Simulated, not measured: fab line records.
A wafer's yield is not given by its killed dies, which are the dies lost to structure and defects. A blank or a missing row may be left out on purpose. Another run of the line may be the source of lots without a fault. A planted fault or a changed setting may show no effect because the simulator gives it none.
Split-lot experiment :: flow sfq-line :: route with 325 steps; 5 lots, 23 wafers read

ABOUT THE SPLIT
At SFQ_TRILAYER_M4_LITHO_EXPOSE_094 (exposes mask M4, target cd 500 nm), the setting dose-mj was moved away from the recipe's 14.4 on 7 of the 23 wafers read, by -5.7% to -2.5%. For the rest of the wafers, this setting stayed at what the recipe calls for.

FROM THE SPLIT TO THE READING: what the file shows between them, 3 steps
- SFQ_TRILAYER_M4_LITHO_PEB_096: peb time 60 s
- SFQ_TRILAYER_M4_LITHO_DEVELOP_095: time 60 s
- SFQ_TRILAYER_M4_BARC_OPEN_METAL_ETCH_123: etches BARC in O2, target depth 125 nm, time 41.7 s

THE READING
M4.cd-nm (the simulator's own value, which no gauge read), in nm, at SFQ_TRILAYER_M4_ETCH_METAL_ETCH_096 (etches Nb in Cl2/Ar, stops on SiO2, target depth 240 nm, time 125 s). No usual value for it is given in the file. Here, 16 wafers ran the recipe; their average is 500.0 nm with a standard deviation of 2.3 nm.

wafer: L074.3
tool, chamber at the split: krf-scanner-01, 0
dose-mj as run: 14.4
against the recipe: recipe
M4.cd-nm, nm: 500.8
against lot-mates on the recipe: -

wafer: L074.4
tool, chamber at the split: krf-scanner-01, 0
dose-mj as run: 14.4
against the recipe: recipe
M4.cd-nm, nm: 500.4
against lot-mates on the recipe: -

wafer: L074.5
tool, chamber at the split: krf-scanner-01, 0
dose-mj as run: 14.4
against the recipe: recipe
M4.cd-nm, nm: 501.6
against lot-mates on the recipe: -

wafer: L078.1
tool, chamber at the split: krf-scanner-01, 0
dose-mj as run: 14.4
against the recipe: recipe
M4.cd-nm, nm: 500.5
against lot-mates on the recipe: -

wafer: L078.2
tool, chamber at the split: krf-scanner-01, 0
dose-mj as run: 13.97
against the recipe: -3.0%
M4.cd-nm, nm: 504.7
against lot-mates on the recipe: +3.6

wafer: L078.4
tool, chamber at the split: krf-scanner-01, 0
dose-mj as run: 13.97
against the recipe: -3.0%
M4.cd-nm, nm: 505.4
against lot-mates on the recipe: +4.3

wafer: L078.5
tool, chamber at the split: krf-scanner-01, 0
dose-mj as run: 13.97
against the recipe: -3.0%
M4.cd-nm, nm: 505.5
against lot-mates on the recipe: +4.4

wafer: L078.6
tool, chamber at the split: krf-scanner-01, 0
dose-mj as run: 14.4
against the recipe: recipe
M4.cd-nm, nm: 501.6
against lot-mates on the recipe: -

wafer: L079.1
tool, chamber at the split: krf-scanner-01, 0
dose-mj as run: 14.4
against the recipe: recipe
M4.cd-nm, nm: 499.6
against lot-mates on the recipe: -

wafer: L079.2
tool, chamber at the split: krf-scanner-01, 0
dose-mj as run: 14.4
against the recipe: recipe
M4.cd-nm, nm: 496.4
against lot-mates on the recipe: -

wafer: L079.3
tool, chamber at the split: krf-scanner-01, 0
dose-mj as run: 14.4
against the recipe: recipe
M4.cd-nm, nm: 500.8
against lot-mates on the recipe: -

wafer: L079.4
tool, chamber at the split: krf-scanner-01, 0
dose-mj as run: 14.4
against the recipe: recipe
M4.cd-nm, nm: 495.6
against lot-mates on the recipe: -

wafer: L079.6
tool, chamber at the split: krf-scanner-01, 0
dose-mj as run: 14.4
against the recipe: recipe
M4.cd-nm, nm: 498.7
against lot-mates on the recipe: -

wafer: L083.1
tool, chamber at the split: krf-scanner-02, 0
dose-mj as run: 14.4
against the recipe: recipe
M4.cd-nm, nm: 501.8
against lot-mates on the recipe: -

wafer: L083.2
tool, chamber at the split: krf-scanner-02, 0
dose-mj as run: 13.58
against the recipe: -5.7%
M4.cd-nm, nm: 511.6
against lot-mates on the recipe: +8.7

wafer: L083.4
tool, chamber at the split: krf-scanner-02, 0
dose-mj as run: 13.58
against the recipe: -5.7%
M4.cd-nm, nm: 512.9
against lot-mates on the recipe: +10.0

wafer: L083.5
tool, chamber at the split: krf-scanner-02, 0
dose-mj as run: 14.4
against the recipe: recipe
M4.cd-nm, nm: 502.8
against lot-mates on the recipe: -

wafer: L083.6
tool, chamber at the split: krf-scanner-02, 0
dose-mj as run: 14.4
against the recipe: recipe
M4.cd-nm, nm: 504.2
against lot-mates on the recipe: -

wafer: L084.1
tool, chamber at the split: krf-scanner-02, 0
dose-mj as run: 14.4
against the recipe: recipe
M4.cd-nm, nm: 500.7
against lot-mates on the recipe: -

wafer: L084.2
tool, chamber at the split: krf-scanner-02, 0
dose-mj as run: 14.4
against the recipe: recipe
M4.cd-nm, nm: 495.9
against lot-mates on the recipe: -

wafer: L084.3
tool, chamber at the split: krf-scanner-02, 0
dose-mj as run: 14.04
against the recipe: -2.5%
M4.cd-nm, nm: 504.9
against lot-mates on the recipe: +6.4

wafer: L084.4
tool, chamber at the split: krf-scanner-02, 0
dose-mj as run: 14.04
against the recipe: -2.5%
M4.cd-nm, nm: 499.5
against lot-mates on the recipe: +1.0

wafer: L084.5
tool, chamber at the split: krf-scanner-02, 0
dose-mj as run: 14.4
against the recipe: recipe
M4.cd-nm, nm: 499
against lot-mates on the recipe: -

THE FIT
A straight line over all 23 wafers: M4.cd-nm changes by -1.94 nm for each +1% of dose-mj; r = -0.84; the points scatter about the line by 2.4 nm.
The same after taking each lot's own level away (the mean of its wafers on the recipe; 23 wafers): -1.57 nm for each +1%; r = -0.88; scatter 1.6 nm.
Per that fit: largest dose-mj move, reading shift of 8.9 nm.
From 498.22 to 502.93 nm: that is the span of the lots' own levels, equal to 2.0 times the standard deviation above.
Thus the slope moves with the lot-to-lot level: the two fits are different.
Check: +8.95 nm against its lot-mates is what the line predicts for one of the wafers moved furthest among these (-5.7%) when that wafer is left out of the fit. Against them it came out at +8.67 nm.

THESE WAFERS: OTHER SPLITS
Note: prior to the reading, these wafers also went through further splits. Each is held against what the fit with the lots' levels taken away leaves over:
other split on the same wafers: SFQ_TRILAYER_I3_VIA_LITHO_COAT_085 resist-thk-nm
wafers away from the commonest value: 5
r with M4.cd-nm (lot level and that fit taken away): +0.27

other split on the same wafers: SFQ_TRILAYER_I3_VIA_ETCH_VIA_ETCH_088 bias-w
wafers away from the commonest value: 7
r with M4.cd-nm (lot level and that fit taken away): +0.30

THE WHOLE CHAIN: every reading that the file lists as answering this split, in the file's order
step: SFQ_TRILAYER_M4_BARC_OPEN_METAL_ETCH_123
what it does: etches BARC in O2, target depth 125 nm, time 41.7 s
reading: M4.cd-nm (the simulator's own value, which no gauge read)
change (the file's fit): -1.74 nm for each +1% of the setting
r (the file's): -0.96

step: SFQ_TRILAYER_M4_ETCH_METAL_ETCH_096
what it does: etches Nb in Cl2/Ar, stops on SiO2, target depth 240 nm, time 125 s
reading: M4.cd-nm (the simulator's own value, which no gauge read)
change (the file's fit): -1.57 nm for each +1% of the setting
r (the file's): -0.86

FILE'S OWN FIT
M4.cd-nm changes by -1.57 nm for each +1% of dose-mj, r = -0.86.
